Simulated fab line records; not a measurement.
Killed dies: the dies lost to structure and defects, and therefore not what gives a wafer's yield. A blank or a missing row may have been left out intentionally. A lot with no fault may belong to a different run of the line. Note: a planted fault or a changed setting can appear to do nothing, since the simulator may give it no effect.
Comparing a struck lot with a sound one | flow gf180mcu | 14 steps out of a route of 602
Sound: these wafers, L990.3, L990.5, L990.6. The struck wafers were L104.1, L104.5, L104.6. Last of all comes the cause.
Each step with rows lists, per side, the tool, then ch with its chambers, then its first start. Under that, the readings that differ: sound wafers | struck wafers | difference of the means | sigmas: that difference in standard deviations of wafers without a fault.
alike: readings with means less than 2 such deviations apart, plus words and numbers identical on both sides. not compared: withheld readings, readings lacking a value on some wafer, bounds such as >300 that could conceal the same value, and numbers that have no deviation in the record and whose values overlap.
The two part at a step that has a row with sigmas, a row that says differs or no value, or rows on one side only. Numbers that don't overlap but have no deviation are shown without sigmas and don't part them. A reading missing from all wafers of one side parts the sides only when that side holds two or more wafers.

GF_V5_CD_MEAS_14: the cd target is 260 nm.
  sound: cd_sem-01 at day 27 21:06; struck: cd_sem-01 at day 31 16:46
  alike: cd_nm
GF_V5_OVL_MEAS_15:
  sound: overlay-01 at day 27 21:11; struck: overlay-01 at day 31 16:53
  alike: V5_OVL
then, 1 step without rows for these wafers: GF_V5_ETCH_16 (etches BARC in N2/H2).
GF_V5_ETCH_17: etches SiO2 in C4F8/O2/Ar, stops on TiN, target depth 855 nm.
  sound: rie_diel-04 ch 0,3; struck: rie_diel-02 ch 1,2,3
  alike: oes_product_au
GF_V5_STRIP_18: strips in O2/N2.
  sound on plasma_asher-04 ch 0,1, day 27 21:24; struck on plasma_asher-03 ch 0,1, day 31 17:04
  alike: drypump_motor_current_A, heater_power_w, oes_product_au
  not compared: rf_hours_counter_h
then, 2 steps without rows for these wafers: GF_V5_STRIP_19 (strips in post etch residue remover, time 1200 s); GF_V5_CLEAN_20 (cleans in DIW).
GF_V5_SPUTTER_21: material Ti, target thk 15 nm, time 80.02 s.
  sound: pvd_sputter-03 at day 27 21:56; struck: pvd_sputter-03 at day 31 17:36
  alike: throttle_valve_pct
GF_V5_SPUTTER_22: material TiN, target thk 10 nm, time 40 s.
  sound: pvd_sputter-03 at day 27 22:00; struck: pvd_sputter-03 at day 31 17:40
  alike: throttle_valve_pct
GF_V5_CVD_23: deposits W, target thk 350 nm, time 104.9 s.
  sound on cvd_w-02 ch 0,1, day 27 22:05; struck on cvd_w-02 ch 0,1, day 31 17:42
  alike: chamber_pressure_Torr, heater_power_w, susceptor_temp_C
GF_V5_RS_MEAS_24: measures by four-point-probe.
  sound: film_metro-03 at day 27 22:11; struck: film_metro-02 at day 31 17:49
  alike: V5_W_RS
GF_V5_THK_MEAS_25: measures by xrf.
  sound: film_metro-03 at day 27 22:17; struck: film_metro-02 at day 31 17:56
  reading       | sound       | struck      | difference | sigmas
  V5_W_THK (nm) | 353 353 358 | 375 369 370 | +17        | +3
GF_V5_CMP_26: polishes, stops on SiO2, t overpolish 15 s, target thk 0 nm.
  sound on cmp-01 ch 0,3, day 27 22:20; struck on cmp-01 ch 0,1, day 31 17:59
  no value came back on the struck wafers for any of 7 readings (edge_zone_pressure_frac, head_pressure_psi (psi) and others); on the sound wafers edge_zone_pressure_frac reads 0.996 0.992 1.002
  reading                          | sound | struck            | difference | sigmas
  model.W_of_V5_CVD_23.thk_nm (nm) | 0 0 0 | 355.9 350.2 352.1 | +352.7     |
GF_PASSIVATION_PROBE_99:
  record: rows for the struck wafers here (prober-02, day 33 05:29), none for the sound ones

== WHERE THEY PART ==
At GF_V5_THK_MEAS_25 first; at GF_PASSIVATION_PROBE_99 last (within this record only).

WHY: whatever the simulator had introduced
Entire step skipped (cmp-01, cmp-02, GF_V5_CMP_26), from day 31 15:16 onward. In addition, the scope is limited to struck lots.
